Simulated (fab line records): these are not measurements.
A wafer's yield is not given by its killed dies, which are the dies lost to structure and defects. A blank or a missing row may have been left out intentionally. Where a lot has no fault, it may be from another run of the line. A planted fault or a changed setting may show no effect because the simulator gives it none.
What tool caused it? + flow sky130 + 33 wafers from 11 lots sampled at 3 of the route's 708 steps

WHAT EACH GAUGE READ, for each wafer
SKY_SD_N_CD_MEAS_07 targets a cd of 380 nm. Usual: cd nm 379.3 nm, standard deviation 2.
| lot  | measured     | on        | cd nm (nm)        | flag |
|------|--------------|-----------|-------------------|------|
| L554 | day 27 16:20 | cd sem-02 | 378.9 380.0 380.6 |      |
| L555 | day 28 06:01 | cd sem-01 | 380.1 380.6 383.0 |      |
| L558 | day 29 09:45 | cd sem-02 | 383.5 379.5 378.5 |      |
| L559 | day 29 17:44 | cd sem-01 | 377.7 377.7 378.6 |      |
| L560 | day 29 21:07 | cd sem-01 | 379.4 380.3 381.0 |      |
| L562 | day 30 17:02 | cd sem-02 | 378.2 381.1 380.3 |      |
| L566 | day 32 01:09 | cd sem-01 | 378.4 379.4 379.8 |      |
| L567 | day 32 05:31 | cd sem-01 | 381.9 381.9 381.2 |      |
| L568 | day 32 11:11 | cd sem-02 | 378.4 375.7 378.7 |      |
| L572 | day 34 07:07 | cd sem-02 | 379.4 380.7 378.7 |      |
| L576 | day 34 17:11 | cd sem-02 | 378.9 382.4 378.9 |      |

SKY_CONTACT_CD_MEAS_14 targets a cd of 170 nm. Usual: cd nm 170.1 nm, standard deviation 1.4.
| lot  | measured     | on        | cd nm (nm)                          | flag |
|------|--------------|-----------|-------------------------------------|------|
| L554 | day 31 09:50 | cd sem-01 | 171.8 170.1 171.6                   |      |
| L555 | day 31 22:58 | cd sem-02 | 169.9 169.5 169.7                   |      |
| L558 | day 32 23:44 | cd sem-01 | 169.6 170.1 169.3                   |      |
| L559 | day 33 08:30 | cd sem-01 | 170.7 171.0 170.7                   |      |
| L560 | day 33 13:54 | cd sem-02 | 169.8 170.0 169.4                   |      |
| L562 | day 34 05:25 | cd sem-02 | 168.2 168.1 167.4                   |      |
| L566 | day 35 14:20 | cd sem-01 | 169.2 169.0 168.9                   |      |
| L567 | day 35 19:36 | cd sem-02 | 176.2 176.4 175.9 177.1 176.0 175.9 | OFF  |
| L568 | day 35 21:46 | cd sem-02 | 176.6 177.3 177.8 176.9 177.6 178.2 | OFF  |
| L572 | day 37 17:21 | cd sem-01 | 169.4 171.3 171.3                   |      |
| L576 | day 38 04:02 | cd sem-02 | 169.9 171.2 170.8                   |      |

WHAT TOOL EACH LOT RAN ON (gives the tool, then ch and the chambers of the sampled wafers, and finally the start)
| lot  | SKY_CONTACT_SOFTBAKE_10           |
|------|-----------------------------------|
| L554 | litho track-02 ch 0, day 30 19:00 |
| L555 | litho track-01 ch 0, day 31 08:00 |
| L558 | litho track-04 ch 0, day 32 10:00 |
| L559 | litho track-02 ch 0, day 32 19:00 |
| L560 | litho track-02 ch 0, day 33 01:00 |
| L562 | litho track-04 ch 0, day 33 16:00 |
| L566 | litho track-04 ch 0, day 35 00:00 |
| L567 | litho track-02 ch 0, day 35 06:00 |
| L568 | litho track-02 ch 0, day 35 09:00 |
| L572 | litho track-04 ch 0, day 37 04:00 |
| L576 | litho track-01 ch 0, day 37 15:00 |
- SKY_CONTACT_SOFTBAKE_10: time 90 s.

AS READ BY THE TOOLS THEMSELVES (means over the sampled wafers that have a number; for cases with no such wafer, the mark the record gives instead)
SKY_CONTACT_SOFTBAKE_10. Usual: heater power total W 57.36 W, standard deviation 0.12; plate temp C 99.99 C, standard deviation 0.11.
| lot  | tool           | heater power total W (W) | plate temp C (C) | flag |
|------|----------------|--------------------------|------------------|------|
| L554 | litho track-02 | 57.27                    | 99.95            |      |
| L555 | litho track-01 | 57.29                    | 99.96            |      |
| L558 | litho track-04 | 57.32                    | 99.89            |      |
| L559 | litho track-02 | 57.35                    | 100.10           |      |
| L560 | litho track-02 | 57.44                    | 99.94            |      |
| L562 | litho track-04 | 57.35                    | 100.04           |      |
| L566 | litho track-04 | 57.43                    | 99.93            |      |
| L567 | litho track-02 | 64.95                    | 109.55           | OFF  |
| L568 | litho track-02 | 65.02                    | 109.47           | OFF  |
| L572 | litho track-04 | 57.45                    | 100.04           |      |
| L576 | litho track-01 | 57.30                    | 100.15           |      |

THE ANSWER, worked out from the rows above alone
Rule: a lot is off if the mean of its wafers that have a number lies more than 3 standard deviations from the usual mean. Also off: a lot with no number at a reading for which 4 or more lots have one. Any other lot the step has rows for is counted as sound. First the gauges in route order, then the tools' own readings, where a lot's mean is used as printed above. The first step at which some lot is off is used, and at that step the reading that is off furthest; a lot without a number counts as furthest.
Off at SKY_CONTACT_CD_MEAS_14 (cd nm): L567, L568.
A tool fits if, at a process step before that reading, it ran every lot that is off, and no sound lot after the first of them. Not tried: the gauges at SKY_CONTACT_CD_MEAS_14; whatever is off there is also off at SKY_CONTACT_SOFTBAKE_10, on other tools, and gauge error can't account for it. One candidate fits, namely litho track-02 at SKY_CONTACT_SOFTBAKE_10. Its last sound lot is L560 (day 33 01:00), its first lot that is off L567 (day 35 06:00): a fault that began between those two fits.
The tool's own readings at SKY_CONTACT_SOFTBAKE_10 bear it out: on the lots that are off they differ by more than 5 times the standard deviation of the sound lots' means. heater power total W reads 64.98 W there against 57.36 W on the sound lots; plate temp C reads 109.51 C there against 100.00 C on the sound lots.

WHAT THE SIMULATOR HAD INSERTED
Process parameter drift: litho track-02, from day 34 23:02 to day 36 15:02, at SKY_CONTACT_SOFTBAKE_10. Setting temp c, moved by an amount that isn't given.
Struck lots among those shown: L567, L568. The same result came from the rule above.
